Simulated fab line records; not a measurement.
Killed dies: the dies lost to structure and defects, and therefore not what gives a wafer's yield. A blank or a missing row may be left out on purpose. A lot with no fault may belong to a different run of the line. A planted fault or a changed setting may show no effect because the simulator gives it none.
fab line records	flow sky130
record lots=11	wafers=32	lastDay=50
route steps=708 shown POLY_GATE@218 LDD_P@257 LDD_HVN@276 LDD_HVP@287 PAD_OPEN@708
lots untouched by any fault: they come from a run of this same line in which no faults occurred
startH: hours from the record's first day to the start of the lot's first wafer shown	waitH: time in hours since the lot's previous step	" unchanged from the row above	L1.1+2: a single row standing in for several wafers	- no value, or no start given	* or withheld: withheld	< > ~ a bound
route shown NAME@n: names a module that has steps shown in the file, with the first one's number in the route	usual: mean and standard deviation over wafers with no fault	same: alike in all rows	chamber/n: place in a boat	sites: readings site by site	_std_site: how widely they spread, as a standard deviation	_edge_site: inner sites' mean taken away from outer sites' mean	radiusMm: how far each site lies from the wafer's centre	mask NAME#n: copy n	behind: tool/chamber where the wafer was last shaped	hold: reason for holding the lot/hours on hold/outcome of the hold	device: the transistor (n, p or np) that didn't switch	end of line: tests of these same wafers at the route's end	a step with no rows: only its recipe	killed: dies that structure and defects cost at the first sort, which is not the same as the wafer's yield	map: shows each die of a wafer: x if killed, . if not, _ if none is there
set.NAME: the setting as run; set.NAME@STEP: as run at that earlier step	model.NAME: the simulator's own value behind a step, which no gauge read
steps of the route over a sample of lots; a table a step, a row a wafer
services: when a tool's chamber went out of use (startH, in hours from the record's first day, below 0 if earlier), for how many hours, and the reason
## steps
# step SKY_POLY_GATE_THK_MEAS_04
# recipe reads=Si3N4_of_POLY_GATE_CVD_03
# usual POLY_GATE_CVD_03_THK=74.9/0.65
lot.wafer	tool	chamber	startH	waitH	POLY_GATE_CVD_03_THK[nm]
L870.1	filmMetro-02	-	340.98	0.0	75.7
L870.2	"	-	"	"	75.7
L870.6	"	-	"	"	75.9
L871.1	filmMetro-03	-	356.40	0.0	74.2
L871.5	"	-	"	"	75.0
L871.6	"	-	"	"	74.4
L872.1	filmMetro-02	-	364.92	0.0	74.8
L872.3	"	-	"	"	74.2
L872.6	"	-	"	"	74.9
L873.1	filmMetro-02	-	371.59	0.0	75.3
L873.4	"	-	"	"	75.7
L873.6	"	-	"	"	74.8
L876.2	filmMetro-02	-	391.94	0.0	75.6
L876.4	"	-	"	"	75.7
L876.6	"	-	"	"	76.5
L878.2	filmMetro-04	-	415.13	0.0	75.0
L878.3	"	-	"	"	75.0
L878.5	"	-	"	"	74.3
L880.4	filmMetro-02	-	428.54	0.0	75.4
L880.6	"	-	"	"	76.3
L881.3	filmMetro-04	-	431.67	0.0	74.8
L881.4	"	-	"	"	75.3
L881.5	"	-	"	"	74.9
L889.1	filmMetro-03	-	519.94	0.0	74.6
L889.3	"	-	"	"	74.7
L889.5	"	-	"	"	74.8
L890.1	filmMetro-02	-	519.94	0.0	74.8
L890.3	"	-	"	"	74.3
L890.6	"	-	"	"	75.4
L891.2	filmMetro-02	-	523.66	0.0	74.1
L891.3	"	-	"	"	74.7
L891.5	"	-	"	"	74.4
# step SKY_LDD_P_COAT_02
# recipe resist=NOVOLAK	spinRpm=3000	resistThkNm=1140
# usual dispensePressureKPa=54.0/1.3
lot.wafer	tool	chamber	startH	waitH	dispensePressureKPa
L870.1	lithoTrack-01	0	415.60	0.1	53.6
L870.2	"	0	"	"	53.7
L870.6	"	0	"	"	53.7
L871.1	lithoTrack-03	0	431.42	0.1	56.6
L871.5	"	0	"	"	56.5
L871.6	"	0	"	"	56.5
L872.1	lithoTrack-01	0	441.90	0.1	53.6
L872.3	"	0	"	"	53.7
L872.6	"	0	"	"	53.7
L873.1	lithoTrack-02	0	449.72	0.1	53.1
L873.4	"	0	"	"	53.1
L873.6	"	0	"	"	53.1
L876.2	lithoTrack-02	0	473.89	0.1	53.1
L876.4	"	0	"	"	53.1
L876.6	"	0	"	"	53.1
L878.2	lithoTrack-02	0	495.09	0.1	53.1
L878.3	"	0	"	"	53.1
L878.5	"	0	"	"	53.1
L880.4	lithoTrack-02	0	508.64	0.1	53.1
L880.6	"	0	"	"	53.1
L881.3	lithoTrack-02	0	511.97	0.1	53.1
L881.4	"	0	"	"	53.1
L881.5	"	0	"	"	53.1
L889.1	lithoTrack-01	0	597.60	0.1	53.6
L889.3	"	0	"	"	53.7
L889.5	"	0	"	"	53.7
L890.1	lithoTrack-03	0	598.86	0.1	56.6
L890.3	"	0	"	"	56.6
L890.6	"	0	"	"	56.5
L891.2	lithoTrack-01	0	601.47	0.1	53.6
L891.3	"	0	"	"	53.6
L891.5	"	0	"	"	53.6
# step SKY_LDD_P_CD_MEAS_07
# recipe targetCdNm=380
# usual cdNm=380.2/2.3
lot.wafer	tool	chamber	startH	waitH	hold	cdNm
L870.1	cdSem-01	-	430.17	0.1	-	381.1
L870.2	"	-	"	"	-	382.0
L870.6	"	-	"	"	-	380.3
L871.1	cdSem-01	-	447.07	0.1	-	380.7
L871.5	"	-	"	"	-	382.9
L871.6	"	-	"	"	-	382.5
L872.1	cdSem-02	-	457.17	0.1	-	378.5
L872.3	"	-	"	"	-	379.4
L872.6	"	-	"	"	-	382.8
L873.1	cdSem-02	-	465.12	0.1	-	382.6
L873.4	"	-	"	"	-	380.3
L873.6	"	-	"	"	-	381.3
L876.2	cdSem-02	-	489.44	0.1	-	380.6
L876.4	"	-	"	"	-	383.5
L876.6	"	-	"	"	-	383.3
L878.2	cdSem-02	-	510.33	0.1	-	380.4
L878.3	"	-	"	"	-	377.9
L878.5	"	-	"	"	-	378.8
L880.4	cdSem-02	-	523.58	0.1	-	371.7
L880.6	"	-	"	"	-	377.7
L881.3	cdSem-02	-	526.94	0.1	awaitDispo/0.2h/release	377.2
L881.4	"	-	"	"	awaitDispo/0.2h/release	368.8
L881.5	"	-	"	"	awaitDispo/0.2h/release	371.8
L881.3	cdSem-02	-	527.22	0.3	-	376.8
L881.4	"	-	"	"	-	368.6
L881.5	"	-	"	"	-	371.6
L889.1	cdSem-01	-	612.21	0.1	-	379.2
L889.3	"	-	"	"	-	378.6
L889.5	"	-	"	"	-	377.5
L890.1	cdSem-01	-	613.20	0.1	-	382.7
L890.3	"	-	"	"	-	382.8
L890.6	"	-	"	"	-	383.2
L891.2	cdSem-02	-	615.19	0.1	-	379.3
L891.3	"	-	"	"	-	380.3
L891.5	"	-	"	"	-	380.3
# step SKY_LDD_P_STRIP_10
# recipe chemistry=O2/N2	powerW=1400	pressureMtorr=1500	platenTempC=withheld	o2FlowSccm=3000	n2FlowSccm=300	overashFraction=0.5
# usual drypumpMotorCurrentA=5.7/0.55	n2FlowSccm=300.1/0.81	oesProductAu=0.715/0.0049	stripTimeToEndpointS=14.18/0.039
lot.wafer	tool	chamber	startH	waitH	drypumpMotorCurrentA	n2FlowSccm	oesProductAu	rfHoursCounterH	stripTimeToEndpointS
L870.1	plasmaAsher-01	1	430.48	0.1	5.0	300.7	0.719	69	14.23
L870.2	"	0	"	"	6.4	299.1	0.716	69	14.20
L870.6	"	1	"	"	5.0	300.6	0.712	-	14.16
L871.1	plasmaAsher-01	0	447.38	0.1	6.4	299.4	0.710	71	14.27
L871.5	"	0	"	"	6.4	301.2	0.709	-	14.22
L871.6	"	1	"	"	5.0	299.8	0.716	-	14.25
L872.1	plasmaAsher-02	1	457.48	0.1	5.4	300.7	0.705	63	14.22
L872.3	"	0	"	"	6.1	298.5	0.718	-	14.20
L872.6	"	1	"	"	5.5	300.7	0.710	-	14.21
L873.1	plasmaAsher-02	0	465.43	0.1	6.1	300.2	0.711	64	14.22
L873.4	"	1	"	"	5.4	301.2	0.727	-	14.22
L873.6	"	0	"	"	6.1	300.1	0.711	-	14.19
L876.2	plasmaAsher-01	1	489.72	0.1	5.0	299.1	0.715	75	14.19
L876.4	"	0	"	"	6.4	299.8	0.716	-	14.20
L876.6	"	1	"	"	4.9	299.6	0.710	-	14.19
L878.2	plasmaAsher-02	1	510.62	0.1	5.5	299.9	0.712	69	14.18
L878.3	"	0	"	"	6.1	301.0	0.712	-	14.16
L878.5	"	1	"	"	5.5	299.6	0.713	-	14.18
L880.4	plasmaAsher-01	1	523.86	0.1	4.9	300.2	0.720	-	15.28
L880.6	"	1	"	"	5.0	300.7	0.719	-	14.20
L881.3	plasmaAsher-04	1	534.86	0.1	5.2	300.2	0.713	-	14.10
L881.4	"	0	"	"	6.1	300.5	0.712	-	15.20
L881.5	"	0	"	"	6.1	300.9	0.718	-	15.20
L889.1	plasmaAsher-02	0	612.52	0.1	6.1	300.3	0.709	76	14.16
L889.3	"	1	"	"	5.5	300.7	0.714	-	14.19
L889.5	"	1	"	"	5.5	300.1	0.708	-	14.14
L890.1	plasmaAsher-02	0	613.50	0.1	6.1	299.6	0.717	76	14.18
L890.3	"	0	"	"	6.1	299.3	0.720	-	14.22
L890.6	"	1	"	"	5.4	300.1	0.716	-	14.21
L891.2	plasmaAsher-01	1	615.47	0.1	5.0	299.2	0.720	88	14.16
L891.3	"	0	"	"	6.4	300.7	0.712	-	14.09
L891.5	"	0	"	"	6.4	301.1	0.715	-	14.15
# step SKY_LDD_HVN_STRIP_09
# recipe chemistry=O2/N2	powerW=1400	pressureMtorr=1500	platenTempC=withheld	o2FlowSccm=3000	n2FlowSccm=300	overashFraction=0.5
# usual drypumpMotorCurrentA=5.7/0.48	n2FlowSccm=300.0/0.96	oesProductAu=0.409/0.0045	stripTimeToEndpointS=4.133/0.014
lot.wafer	tool	chamber	startH	waitH	drypumpMotorCurrentA	n2FlowSccm	oesProductAu	rfHoursCounterH	stripTimeToEndpointS
L870.1	plasmaAsher-03	1	461.62	0.1	5.7	300.8	0.414	35	4.114
L870.2	"	0	"	"	5.7	300.2	0.403	35	4.140
L870.6	"	0	"	"	5.8	300.8	0.407	-	4.130
L871.1	plasmaAsher-01	1	478.57	0.1	5.0	298.0	0.404	74	4.158
L871.5	"	0	"	"	6.4	297.4	0.404	-	4.162
L871.6	"	1	"	"	5.0	297.7	0.408	-	4.149
L872.1	plasmaAsher-01	1	488.53	0.1	5.0	299.9	0.410	75	4.131
L872.3	"	1	"	"	5.0	300.0	0.412	-	4.120
L872.6	"	1	"	"	5.0	299.7	0.405	-	4.123
L873.1	plasmaAsher-03	0	496.55	0.1	5.7	301.5	0.412	38	4.096
L873.4	"	1	"	"	5.7	300.5	0.413	-	4.126
L873.6	"	0	"	"	5.8	301.0	0.419	-	4.136
L876.2	plasmaAsher-04	0	519.22	0.1	6.1	300.5	0.407	9	4.137
L876.4	"	1	"	"	5.1	300.5	0.400	-	4.131
L876.6	"	0	"	"	6.1	300.7	0.407	-	4.123
L878.2	plasmaAsher-01	0	540.98	0.1	6.4	300.0	0.414	81	4.140
L878.3	"	0	"	"	6.4	299.8	0.407	-	4.098
L878.5	"	1	"	"	5.0	300.9	0.411	-	4.120
L880.4	plasmaAsher-04	1	554.15	0.1	5.2	299.5	0.407	-	4.126
L880.6	"	0	"	"	6.1	300.8	0.409	-	4.147
L881.3	plasmaAsher-04	0	557.42	0.1	6.1	300.1	0.412	-	4.135
L881.4	"	1	"	"	5.2	300.4	0.412	-	4.125
L881.5	"	1	"	"	5.2	302.0	0.401	-	4.106
L889.1	plasmaAsher-01	1	641.58	0.1	5.0	300.5	0.411	91	4.131
L889.3	"	0	"	"	6.4	300.2	0.404	-	4.137
L889.5	"	0	"	"	6.4	299.8	0.405	-	4.148
L890.1	plasmaAsher-01	1	643.27	0.1	5.0	299.2	0.406	91	4.137
L890.3	"	1	"	"	5.0	300.3	0.407	-	4.160
L890.6	"	1	"	"	4.9	299.4	0.408	-	4.130
L891.2	plasmaAsher-01	0	644.65	0.1	6.4	300.2	0.402	91	4.136
L891.3	"	1	"	"	5.0	301.0	0.410	-	4.139
L891.5	"	1	"	"	5.0	300.7	0.405	-	4.145
# step SKY_LDD_HVP_STRIP_09
# recipe chemistry=O2/N2	powerW=1400	pressureMtorr=1500	platenTempC=withheld	o2FlowSccm=3000	n2FlowSccm=300	overashFraction=0.5
# usual drypumpMotorCurrentA=5.7/0.49	n2FlowSccm=300.1/0.93	oesProductAu=0.408/0.0048	stripTimeToEndpointS=4.138/0.013
lot.wafer	tool	chamber	startH	waitH	drypumpMotorCurrentA	n2FlowSccm	oesProductAu	rfHoursCounterH	stripTimeToEndpointS
L870.1	plasmaAsher-03	1	492.60	0.1	5.7	300.3	0.403	38	4.133
L870.2	"	0	"	"	5.7	300.2	0.407	38	4.137
L870.6	"	0	"	"	5.8	299.3	0.413	-	4.144
L871.1	plasmaAsher-01	0	509.88	0.1	6.4	300.5	0.403	77	4.118
L871.5	"	1	"	"	4.9	300.1	0.406	-	4.131
L871.6	"	0	"	"	6.4	300.5	0.413	-	4.137
L872.1	plasmaAsher-01	1	518.25	0.1	5.0	301.9	0.402	78	4.140
L872.3	"	0	"	"	6.4	298.0	0.407	-	4.113
L872.6	"	1	"	"	5.0	300.9	0.408	-	4.138
L873.1	plasmaAsher-01	1	526.50	0.1	5.0	300.5	0.407	79	4.133
L873.4	"	0	"	"	6.4	300.5	0.415	-	4.145
L873.6	"	0	"	"	6.4	300.5	0.409	-	4.150
L876.2	plasmaAsher-03	0	549.53	0.1	5.8	299.2	0.418	45	4.138
L876.4	"	1	"	"	5.7	300.3	0.413	-	4.136
L876.6	"	1	"	"	5.7	301.7	0.417	-	4.141
L878.2	plasmaAsher-02	1	571.50	0.1	5.5	300.0	0.406	72	4.150
L878.3	"	1	"	"	5.5	299.0	0.405	-	4.149
L878.5	"	1	"	"	5.4	300.1	0.407	-	4.135
L880.4	plasmaAsher-02	0	584.87	0.1	6.1	301.7	0.399	-	4.158
L880.6	"	0	"	"	6.1	301.0	0.405	-	4.150
L881.3	plasmaAsher-03	1	587.30	0.1	5.7	301.1	0.401	-	4.147
L881.4	"	0	"	"	5.7	299.0	0.403	-	4.123
L881.5	"	0	"	"	5.8	299.9	0.404	-	4.135
L889.1	plasmaAsher-01	0	670.17	0.1	6.4	300.4	0.408	94	4.126
L889.3	"	0	"	"	6.4	300.0	0.414	-	4.132
L889.5	"	1	"	"	5.0	298.9	0.407	-	4.143
L890.1	plasmaAsher-02	1	671.53	0.1	5.5	299.8	0.405	82	4.148
L890.3	"	1	"	"	5.5	300.2	0.409	-	4.145
L890.6	"	1	"	"	5.5	300.4	0.401	-	4.143
L891.2	plasmaAsher-01	0	672.97	0.1	6.4	300.9	0.408	94	4.116
L891.3	"	1	"	"	5.0	300.0	0.401	-	4.136
L891.5	"	1	"	"	5.0	299.2	0.414	-	4.118
# step SKY_PAD_OPEN_PROBE_99
# usual killed_at_M0_to_M3=42/7.4	killed_at_M4_up=3.4/1.8	killedAtContacts=25/5.4	killedAtFrontEnd=15/4.4	killedAtOther=0.2/0.52	killedDies=86/9.3	killedOpen=47/7.6	killedShort=39/6.5
# same grossDies=492	killedAtBackSide=0
lot.wafer	tool	chamber	startH	waitH	killed_at_M0_to_M3	killed_at_M4_up	killedAtContacts	killedAtFrontEnd	killedAtOther	killedDies	killedOpen	killedShort
L876.2	prober-02	-	1113.67	0.1	43	4	30	3	0	80	51	29
L876.4	prober-02	-	1113.77	0.2	42	3	27	17	0	89	44	45
L876.6	prober-02	-	1113.87	0.2	45	5	26	15	0	91	47	44
L878.3	prober-02	-	1128.75	0.2	42	3	24	14	0	83	39	44
L880.4	prober-02	-	1138.36	0.2	38	10	24	20	0	92	59	33
L881.3	prober-01	-	1140.50	0.2	53	2	26	14	0	95	51	44
L881.4	prober-01	-	1140.55	0.2	49	5	15	21	0	90	43	47
L881.5	prober-01	-	1140.60	0.2	50	5	30	21	1	107	64	43
# killed by level:class
L876.2 LI_CONTACT:geometricParticle:open=11 VIA1:geometricParticle:open=11 CONTACT:geometricParticle:open=9 CONTACT:geometricParticle:short=7 VIA3:geometricParticle:open=7 METAL2:geometricParticle:short=6 VIA2:geometricParticle:open=6 VIA1:geometricParticle:short=4
L876.4 CONTACT:geometricParticle:short=9 VIA1:geometricParticle:open=9 VIA3:geometricParticle:open=8 CONTACT:geometricParticle:open=7 VIA1:geometricParticle:short=7 POLY_GATE:geometricParticle:open=5 LI_CONTACT:geometricParticle:open=5 METAL2:geometricParticle:short=5
L876.6 VIA2:geometricParticle:open=10 VIA1:geometricParticle:open=8 CONTACT:geometricParticle:open=7 LI_CONTACT:geometricParticle:open=6 METAL2:geometricParticle:short=6 LOCAL_INTERCONNECT:geometricParticle:short=5 CONTACT:geometricParticle:short=5 POLY_GATE:geometricParticle:short=4
L878.3 CONTACT:geometricParticle:open=10 METAL1:geometricParticle:short=9 METAL2:geometricParticle:short=9 VIA1:geometricParticle:open=7 VIA2:geometricParticle:open=7 FIELD_ISO:geometricParticle:short=5 FIELD_ISO:geometricParticle:open=4 LI_CONTACT:geometricParticle:short=4
L880.4 CONTACT:geometricParticle:open=11 VIA2:geometricParticle:open=11 VIA1:geometricParticle:open=8 POLY_GATE:geometricParticle:open=7 METAL1:geometricParticle:short=7 LI_CONTACT:geometricParticle:open=6 METAL4:geometricParticle:short=6 VIA3:geometricParticle:open=4
L881.3 VIA1:geometricParticle:open=13 VIA2:geometricParticle:open=11 CONTACT:geometricParticle:open=7 VIA3:geometricParticle:open=6 FIELD_ISO:geometricParticle:short=6 METAL1:geometricParticle:short=6 METAL2:geometricParticle:short=6 LOCAL_INTERCONNECT:geometricParticle:short=5
L881.4 METAL1:geometricParticle:short=9 VIA1:geometricParticle:open=9 FIELD_ISO:geometricParticle:short=8 VIA2:geometricParticle:open=8 METAL2:geometricParticle:short=6 VIA3:geometricParticle:open=6 FIELD_ISO:geometricParticle:open=5 LI_CONTACT:geometricParticle:open=5
L881.5 VIA1:geometricParticle:open=17 LI_CONTACT:geometricParticle:open=10 FIELD_ISO:geometricParticle:short=8 VIA2:geometricParticle:open=8 FIELD_ISO:geometricParticle:open=6 CONTACT:geometricParticle:open=6 CONTACT:geometricParticle:short=6 VIA3:geometricParticle:open=6
## services
tool	chamber	startH	hours	kind
plasmaAsher-03	-	411.66	0.6	repair
plasmaAsher-04	-	421.25	9.0	pm
plasmaAsher-04	0	421.25	9.0	ventCycle
plasmaAsher-04	1	421.25	9.0	ventCycle
plasmaAsher-04	0	430.25	-	clean
plasmaAsher-04	1	430.25	-	clean
plasmaAsher-01	-	447.50	4.0	repair
plasmaAsher-04	-	507.15	6.7	repair
plasmaAsher-02	-	513.63	28.1	pm
plasmaAsher-02	-	566.97	3.0	repair
plasmaAsher-03	-	670.43	5.3	repair
## key
firstSign step=SKY_LDD_P_CD_MEAS_07	reading=visit	direction=added
effect step=SKY_LDD_P_CD_MEAS_07	reading=cdNm	direction=down	sigmas=4.2	usual=380.2	struck=370.8
effect step=SKY_LDD_P_STRIP_10	reading=stripTimeToEndpointS	direction=up	sigmas=27	usual=*	struck=*
metAt SKY_LDD_P_COAT_02
struckLots L880,L881
struckWafers L880.4,L881.4,L881.5
testerLeftOut L880,L881
notActingAt SKY_POLY_GATE_THK_MEAS_04,SKY_LDD_HVN_STRIP_09,SKY_LDD_HVP_STRIP_09
onsetBetween 495.09 508.64
fault kind=processParameterDrift	tool=lithoTrack-02	chamber=-	onsetH=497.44	steps=SKY_LDD_P_COAT_02	channel=resistThkNm	offset=93.693	shape=step	endH=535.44	scope=struckWafersOnly	actsIn=theseRecipesOnly	stated=1140
# testerLeftOut: of these lots the tester's yield and bins aren't shown, on N5 and GAA mostly nor the transistor test; their killed dies are dies lost to structure and defects alone, not to doping, threshold or leakage, so they don't give the yield
